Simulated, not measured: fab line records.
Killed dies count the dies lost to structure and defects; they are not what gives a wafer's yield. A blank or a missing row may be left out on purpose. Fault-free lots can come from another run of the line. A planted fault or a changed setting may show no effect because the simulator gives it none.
Matching of chambers ; flow sky130 ; rie-diel-04 running SKY_SONOS_ONO_ETCH_15: 4 sister chambers
The step etches the open film in CHF3/O2, target depth 19.52 nm, time 7.8 s. 14 wafers are shown with their chamber, then 7 later ones without.

== WAFERS PAIRED WITH THEIR CHAMBERS ==
wafer;chamber;drypump-motor-current-A (A);throttle-valve-pct (%);oes-product-au (a.u.)
L082.1;0;5.8;8.828;0.993
L082.2;3;6.0;8.813;0.989
L082.4;1;5.4;8.819;0.999
L083.3;0;5.8;8.834;0.999
L083.5;3;6.0;8.840;1.007
L083.6;0;5.8;8.816;1.008
L084.1;0;5.8;8.841;0.987
L084.2;2;6.2;8.818;1.001
L084.3;3;6.0;8.837;0.998
L086.1;2;6.3;8.822;0.992
L086.3;1;5.4;8.833;1.002
L086.5;1;5.4;8.836;1.003
L093.4;2;6.3;8.821;0.988
L093.5;0;5.8;8.819;1.008

SIGNATURES, as means of the wafers listed above
reading;chamber 0;chamber 1;chamber 2;chamber 3;scatter within a chamber
drypump-motor-current-A;5.800;5.400;6.267;6.000;0.0258
throttle-valve-pct;8.82760;8.82933;8.82033;8.83000;0.0102
oes-product-au;0.99900;1.00133;0.99367;0.99800;0.00775
Rule: for a wafer and a chamber, the distance is found by dividing, reading by reading, the gap between the wafer's reading and the chamber's mean by the reading's scatter, squaring, summing and taking the root. If the next closest chamber is less than 2 further off than the closest, the wafer can't be placed; otherwise it belongs to the closest. How the scatter is found: for the shown wafers, subtract from each reading the mean of its chamber, square and add these, divide the total by (wafers less chambers), then take the root.

== WAFERS WITH NO CHAMBER GIVEN ==
wafer;drypump-motor-current-A (A);throttle-valve-pct (%);oes-product-au (a.u.)
L093.6;5.9;8.824;0.999
L092.2;6.3;8.811;1.004
L092.4;5.8;8.820;1.011
L092.5;6.0;8.826;1.006
L097.4;5.4;8.820;1.002
L097.5;5.4;8.826;0.986
L097.6;6.3;8.820;0.999

== WHICH CHAMBER EACH WENT THROUGH ==
wafer;from the rows above;in truth
L093.6;can't be placed: 0 or 3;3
L092.2;2;2
L092.4;0;0
L092.5;3;3
L097.4;1;1
L097.5;1;1
L097.6;2;2
Correctly placed: 6 of 7. Not placeable from these rows: 1 (in 1, the candidates include the true chamber). Number placed wrongly: 0.
